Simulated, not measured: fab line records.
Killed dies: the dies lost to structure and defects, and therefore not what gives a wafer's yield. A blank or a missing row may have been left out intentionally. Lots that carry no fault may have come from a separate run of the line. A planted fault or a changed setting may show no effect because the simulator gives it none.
fab line records    flow sky130
record lots=13  wafers=39  last_day=50
route steps=708 shown POLY_GATE@205 LDD_LDN@297 PAD_OPEN@708
lots that met no fault: taken from a fault-free run of the same line
start_h: hours from the record's opening day to when the first of the lot's shown wafers began    wait_h: time in hours since the lot's previous step    " same as the row above    L1.1+2: several wafers, shown together as one row    - no value, or no start was given    * or withheld: withheld    < > ~ a bound
route shown NAME@n: NAME is a module with steps in the file, n the number in the route of the first one    usual: the fault-free wafers' mean and standard deviation    same: alike in all rows    chamber/n: place in a boat    sites: each site's reading    _std_site: standard deviation across them    _edge_site: the outer-site mean with the inner-site mean subtracted    radius_mm: how far each site lies from the wafer's centre    mask NAME#n: copy n    behind: the last tool/chamber to shape the wafer    hold: why the lot was held/for how many hours/how that ended    device: transistor that didn't switch, given as n, p or np    end of line: tests of these same wafers at the route's end    where a step has no rows: the recipe by itself    killed: count of dies lost to structure and defects at first sort (not the wafer's yield)    map: shows each die of a wafer: x if killed, . if not, _ if none is there
set.NAME: the setting that was run; set.NAME@STEP: the one run at that earlier step    model.NAME: the simulator's own value behind a step, which no gauge read
steps of the route over a sample of lots; a table a step, a row a wafer
services: when a tool's chamber went out of use (start_h, in hours from the record's first day, below 0 if earlier), for how many hours, and the reason
## steps
# step SKY_POLY_GATE_THK_MEAS_01
# recipe reads=poly-Si_of_POLY_GATE_CVD_00
# usual POLY_GATE_CVD_00_THK=179.4/1.8
lot.wafer  tool           chamber  start_h  wait_h  POLY_GATE_CVD_00_THK[nm]
L190.1     film_metro-01  -        303.57   0.0     183.5
L190.3     "              -        "        "       180.8
L190.4     "              -        "        "       182.0
L192.3     film_metro-03  -        313.87   0.0     177.9
L192.4     "              -        "        "       178.8
L192.6     "              -        "        "       175.7
L193.1     film_metro-01  -        329.25   0.0     181.5
L193.2     "              -        "        "       182.3
L193.6     "              -        "        "       182.3
L194.1     film_metro-01  -        340.52   0.0     180.0
L194.2     "              -        "        "       180.0
L194.5     "              -        "        "       179.9
L198.2     film_metro-04  -        366.72   0.0     180.0
L198.5     "              -        "        "       180.0
L198.6     "              -        "        "       180.1
L200.2     film_metro-04  -        388.59   0.0     177.9
L200.4     "              -        "        "       177.6
L200.6     "              -        "        "       177.9
L202.1     film_metro-04  -        405.61   0.0     179.7
L202.4     "              -        "        "       180.5
L202.5     "              -        "        "       179.8
L203.3     film_metro-04  -        416.03   0.0     177.6
L203.5     "              -        "        "       178.3
L203.6     "              -        "        "       179.5
L204.2     film_metro-01  -        421.86   0.0     176.4
L204.4     "              -        "        "       176.8
L204.5     "              -        "        "       177.6
L206.1     film_metro-04  -        467.10   0.0     177.8
L206.3     "              -        "        "       178.0
L206.5     "              -        "        "       179.2
L211.2     film_metro-01  -        495.46   0.0     178.3
L211.5     "              -        "        "       178.9
L211.6     "              -        "        "       180.6
L210.1     film_metro-04  -        500.40   0.0     175.8
L210.2     "              -        "        "       177.9
L210.4     "              -        "        "       179.6
L212.1     film_metro-01  -        502.64   0.0     178.8
L212.3     "              -        "        "       178.0
L212.5     "              -        "        "       178.6
# step SKY_POLY_GATE_ETCH_17
# recipe target_depth_nm=180  stop_on=SiO2  over_etch_frac=0.56667  chemistry=HBr/Cl2  target=poly-Si  icp_w=400  bias_w=100  pressure_mtorr=10  HBr_flow_sccm=150  Cl2_flow_sccm=50  time_s=70.5
# usual drypump_motor_current_A=5.6/0.54  oes_product_au=0.986/0.0082  throttle_valve_pct=33.683/0.0085
lot.wafer  tool       chamber  start_h  wait_h  drypump_motor_current_A  oes_product_au  rf_hours_counter_h  throttle_valve_pct
L190.1     rie_si-01  3        358.74   0.0     5.3                      1.005           2                   33.685
L190.3     "          0        "        "       6.1                      0.989           23                  33.676
L190.4     "          1        "        "       5.0                      1.002           3                   33.684
L192.3     rie_si-02  1        369.75   0.0     6.6                      0.981           20                  33.668
L192.4     "          3        "        "       6.0                      0.991           29                  33.692
L192.6     "          2        "        "       5.4                      0.973           -                   33.688
L193.1     rie_si-02  2        387.38   0.0     5.5                      0.980           1                   33.684
L193.2     "          3        "        "       6.1                      0.984           29                  33.668
L193.6     "          1        "        "       6.6                      0.988           -                   33.671
L194.1     rie_si-01  3        398.29   0.0     5.3                      0.992           2                   33.676
L194.2     "          2        "        "       5.0                      0.987           5                   33.675
L194.5     "          3        "        "       5.3                      0.989           -                   33.687
L198.2     rie_si-01  3        428.43   0.0     5.3                      0.996           2                   33.662
L198.5     "          0        "        "       6.0                      0.995           -                   33.691
L198.6     "          1        "        "       5.0                      0.989           -                   33.684
L200.2     rie_si-01  1        450.40   0.0     5.0                      0.979           3                   33.685
L200.4     "          3        "        "       5.3                      0.985           3                   33.696
L200.6     "          1        "        "       5.0                      0.985           -                   33.685
L202.1     rie_si-01  1        469.18   0.0     5.0                      0.991           3                   33.686
L202.4     "          2        "        "       5.0                      1.000           -                   33.685
L202.5     "          3        "        "       5.3                      0.987           -                   33.685
L203.3     rie_si-02  0        479.03   0.0     6.0                      0.981           21                  33.685
L203.5     "          0        "        "       6.0                      0.982           -                   33.688
L203.6     "          3        "        "       6.0                      0.988           -                   33.694
L204.2     rie_si-01  0        486.10   0.0     6.0                      0.986           24                  33.687
L204.4     "          2        "        "       5.1                      0.983           6                   33.667
L204.5     "          1        "        "       5.0                      0.991           -                   33.684
L206.1     rie_si-01  2        529.18   0.0     5.0                      0.983           6                   33.698
L206.3     "          0        "        "       6.1                      0.980           24                  33.662
L206.5     "          2        "        "       5.1                      0.985           -                   33.683
L211.2     rie_si-02  3        558.18   0.0     6.1                      0.982           30                  33.669
L211.5     "          1        "        "       6.6                      0.986           -                   33.676
L211.6     "          2        "        "       5.5                      0.971           -                   33.666
L210.1     rie_si-01  3        562.95   0.0     5.3                      0.975           3                   33.685
L210.2     "          1        "        "       5.0                      0.988           4                   33.690
L210.4     "          0        "        "       6.0                      0.992           24                  33.673
L212.1     rie_si-02  1        564.95   0.0     6.6                      0.984           21                  33.680
L212.3     "          0        "        "       6.0                      0.976           21                  33.676
L212.5     "          3        "        "       6.0                      0.980           -                   33.689
# step SKY_POLY_GATE_CD_MEAS_22
# usual cd_nm=149.4/2.8
lot.wafer  tool       chamber  start_h  wait_h  cd_nm
L190.1     cd_sem-02  -        360.25   0.1     151.9
L190.3     "          -        "        "       152.0
L190.4     "          -        "        "       150.9
L192.3     cd_sem-01  -        371.47   0.1     148.8
L192.4     "          -        "        "       148.7
L192.6     "          -        "        "       146.4
L193.1     cd_sem-01  -        390.08   0.1     153.6
L193.2     "          -        "        "       151.3
L193.6     "          -        "        "       152.0
L194.1     cd_sem-01  -        400.09   0.1     147.1
L194.2     "          -        "        "       150.1
L194.5     "          -        "        "       147.5
L198.2     cd_sem-01  -        430.89   0.1     144.6
L198.5     "          -        "        "       145.9
L198.6     "          -        "        "       149.0
L200.2     cd_sem-02  -        452.26   0.1     148.8
L200.4     "          -        "        "       146.6
L200.6     "          -        "        "       149.2
L202.1     cd_sem-02  -        470.70   0.1     150.8
L202.4     "          -        "        "       150.5
L202.5     "          -        "        "       146.1
L203.3     cd_sem-02  -        480.80   0.1     151.6
L203.5     "          -        "        "       155.0
L203.6     "          -        "        "       150.5
L204.2     cd_sem-02  -        487.66   0.1     147.7
L204.4     "          -        "        "       150.1
L204.5     "          -        "        "       153.1
L206.1     cd_sem-02  -        531.46   0.1     147.8
L206.3     "          -        "        "       151.1
L206.5     "          -        "        "       151.5
L211.2     cd_sem-01  -        564.30   0.1     148.8
L211.5     "          -        "        "       147.8
L211.6     "          -        "        "       147.0
L210.1     cd_sem-01  -        565.50   0.1     146.8
L210.2     "          -        "        "       147.3
L210.4     "          -        "        "       151.2
L212.1     cd_sem-02  -        566.75   0.1     153.6
L212.3     "          -        "        "       150.0
L212.5     "          -        "        "       152.3
# step SKY_LDD_LDN_IMPLANT_08
# recipe species=As  energy_kev=15  dose_cm2=1.25e+13  tilt_deg=withheld  rotation_deg=23
# usual beam_energy_keV=15.000/0.0043
lot.wafer  tool          chamber  start_h  wait_h  beam_energy_keV
L190.1     implanter-04  0        512.03   0.0     15.002
L190.3     "             0        "        "       15.001
L190.4     "             0        "        "       14.999
L192.3     implanter-04  0        522.93   0.1     15.006
L192.4     "             0        "        "       15.004
L192.6     "             0        "        "       15.012
L193.1     implanter-01  0        544.75   0.0     15.000
L193.2     "             0        "        "       15.004
L193.6     "             0        "        "       14.997
L194.1     implanter-04  0        554.65   0.0     15.002
L194.2     "             0        "        "       15.000
L194.5     "             0        "        "       14.999
L198.2     implanter-01  0        584.08   0.0     14.999
L198.5     "             0        "        "       15.001
L198.6     "             0        "        "       14.996
L200.2     implanter-01  0        603.31   0.0     14.996
L200.4     "             0        "        "       15.001
L200.6     "             0        "        "       14.996
L202.1     implanter-01  0        622.05   0.0     19.955
L202.4     "             0        "        "       19.953
L202.5     "             0        "        "       19.946
L203.3     implanter-01  0        630.70   0.1     19.943
L203.5     "             0        "        "       19.944
L203.6     "             0        "        "       19.954
L204.2     implanter-01  0        638.08   0.0     19.961
L204.4     "             0        "        "       19.954
L204.5     "             0        "        "       19.953
L206.1     implanter-04  0        678.10   0.0     14.997
L206.3     "             0        "        "       15.000
L206.5     "             0        "        "       15.003
L211.2     implanter-03  0        710.65   0.0     15.004
L211.5     "             0        "        "       15.005
L211.6     "             0        "        "       14.998
L210.1     implanter-04  0        710.85   0.0     15.003
L210.2     "             0        "        "       15.002
L210.4     "             0        "        "       15.007
L212.1     implanter-03  0        711.38   0.3     15.002
L212.3     "             0        "        "       14.993
L212.5     "             0        "        "       15.002
# step SKY_PAD_OPEN_PROBE_99
# usual killed_at_M0_to_M3=44/7.2  killed_at_M4_up=3.1/1.7  killed_at_contacts=24/5.2  killed_at_front_end=15/4.1  killed_at_other=0.3/0.61  killed_dies=87/10  killed_open=48/7.5  killed_short=39/6.6
# same gross_dies=492  killed_at_back_side=0
lot.wafer  tool       chamber  start_h  wait_h  killed_at_M0_to_M3  killed_at_M4_up  killed_at_contacts  killed_at_front_end  killed_at_other  killed_dies  killed_open  killed_short
L198.2     prober-01  -        1115.94  0.1     39                  4                20                  19                   0                82           49           33
L198.5     prober-01  -        1116.09  0.2     50                  2                23                  18                   0                93           50           43
L198.6     prober-01  -        1116.14  0.2     50                  1                18                  12                   0                81           45           36
L200.2     prober-01  -        1129.28  0.1     49                  5                24                  19                   0                97           53           44
L200.4     prober-01  -        1129.38  0.2     34                  1                23                  15                   0                73           43           30
L200.6     prober-01  -        1129.48  0.2     34                  3                21                  20                   1                79           41           37
L206.1     prober-01  -        1172.97  0.1     45                  2                27                  14                   0                88           47           41
L206.3     prober-01  -        1173.07  0.2     41                  1                30                  12                   0                84           41           41
L206.5     prober-01  -        1173.17  0.2     40                  1                19                  11                   0                71           39           32
# killed by level:class
L198.2 VIA2:geometric_particle:open=10 VIA1:geometric_particle:open=8 CONTACT:geometric_particle:open=7 FIELD_ISO:geometric_particle:short=6 LI_CONTACT:geometric_particle:open=6 VIA3:geometric_particle:open=6 METAL2:geometric_particle:short=4 FIELD_ISO:geometric_particle:open=3
L198.5 VIA1:geometric_particle:open=14 CONTACT:geometric_particle:open=11 CONTACT:geometric_particle:short=7 VIA3:geometric_particle:open=7 METAL3:geometric_particle:short=7 FIELD_ISO:geometric_particle:open=6 FIELD_ISO:geometric_particle:short=5 POLY_GATE:geometric_particle:short=5
L198.6 VIA1:geometric_particle:open=13 CONTACT:geometric_particle:open=9 METAL3:geometric_particle:short=7 VIA3:geometric_particle:short=6 VIA2:geometric_particle:open=6 LI_CONTACT:geometric_particle:open=4 METAL1:geometric_particle:short=4 VIA3:geometric_particle:open=4
L200.2 VIA1:geometric_particle:open=11 VIA2:geometric_particle:open=11 LI_CONTACT:geometric_particle:open=10 POLY_GATE:geometric_particle:short=7 VIA3:geometric_particle:short=7 FIELD_ISO:geometric_particle:open=6 CONTACT:geometric_particle:open=5 METAL4:geometric_particle:short=4
L200.4 CONTACT:geometric_particle:open=10 LI_CONTACT:geometric_particle:open=8 VIA1:geometric_particle:open=8 VIA3:geometric_particle:short=6 VIA3:geometric_particle:open=6 FIELD_ISO:geometric_particle:open=4 VIA1:geometric_particle:short=4 METAL1:geometric_particle:short=4
L200.6 LI_CONTACT:geometric_particle:open=8 CONTACT:geometric_particle:open=8 VIA1:geometric_particle:open=8 FIELD_ISO:geometric_particle:short=7 POLY_GATE:geometric_particle:short=7 VIA3:geometric_particle:open=7 METAL2:geometric_particle:short=4 VIA2:geometric_particle:short=3
L206.1 CONTACT:geometric_particle:open=9 METAL1:geometric_particle:short=9 CONTACT:geometric_particle:short=8 VIA1:geometric_particle:open=8 VIA3:geometric_particle:open=7 LI_CONTACT:geometric_particle:open=6 VIA1:geometric_particle:short=6 POLY_GATE:geometric_particle:short=4
L206.3 CONTACT:geometric_particle:open=10 LI_CONTACT:geometric_particle:open=8 VIA1:geometric_particle:open=8 LOCAL_INTERCONNECT:geometric_particle:short=7 VIA1:geometric_particle:short=7 METAL1:geometric_particle:short=6 POLY_GATE:geometric_particle:open=4 METAL2:geometric_particle:short=4
L206.5 VIA1:geometric_particle:open=15 LI_CONTACT:geometric_particle:open=6 METAL1:geometric_particle:short=6 CONTACT:geometric_particle:open=5 VIA1:geometric_particle:short=5 VIA2:geometric_particle:open=5 POLY_GATE:geometric_particle:short=4 CONTACT:geometric_particle:short=3
## services
tool          chamber  start_h  hours  kind
implanter-04  -        335.49   0.9    repair
implanter-01  -        349.81   3.4    pm
rie_si-01     -        368.16   2.8    pm
implanter-04  -        374.63   12.0   repair
implanter-03  -        383.51   1.2    repair
implanter-04  -        395.24   1.2    repair
implanter-04  -        426.68   3.9    repair
implanter-04  -        441.20   0.8    repair
rie_si-01     0        451.71   28.4   repair
implanter-03  -        480.61   4.3    pm
rie_si-01     2        488.22   2.1    repair
rie_si-02     -        528.09   4.0    pm
implanter-03  -        550.34   2.9    pm
rie_si-02     0        550.40   7.9    repair
implanter-04  -        592.62   0.7    repair
implanter-03  -        607.67   5.4    repair
implanter-04  -        618.78   4.9    pm
rie_si-01     0        632.09   -      clean
rie_si-01     0        632.09   12.0   scheduled_down
rie_si-01     0        632.09   12.0   vent_cycle
implanter-01  -        640.49   2.9    repair
implanter-04  -        641.25   2.0    repair
implanter-01  -        648.72   110.4  pm
rie_si-02     2        682.73   2.3    repair
## key
first_sign step=SKY_LDD_LDN_IMPLANT_08  reading=beam_energy_keV  direction=up  sigmas=99+  usual=*  struck=*
effect none on later readings
met_at SKY_LDD_LDN_IMPLANT_08
struck_lots L202,L203,L204
tester_left_out L202,L203,L204
loop_trim step=SKY_POLY_GATE_EXPOSE_10  setting=dose  lots=L202,L203,L204
not_acting_at SKY_POLY_GATE_THK_MEAS_01,SKY_POLY_GATE_ETCH_17,SKY_POLY_GATE_CD_MEAS_22
onset_between 603.31 622.05
fault kind=process_parameter_drift  tool=implanter-01  chamber=-  onset_h=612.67  steps=SKY_LDD_LDN_IMPLANT_08  channel=energy_kev  offset=*  shape=step  end_h=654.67  acts_in=*  stated=*
# tester_left_out: of these lots the tester's yield and bins aren't shown, on N5 and GAA mostly nor the transistor test; their killed dies are dies lost to structure and defects alone, not to doping, threshold or leakage, so they don't give the yield
# loop_trim: a control loop set the setting to another value than it would have without faults
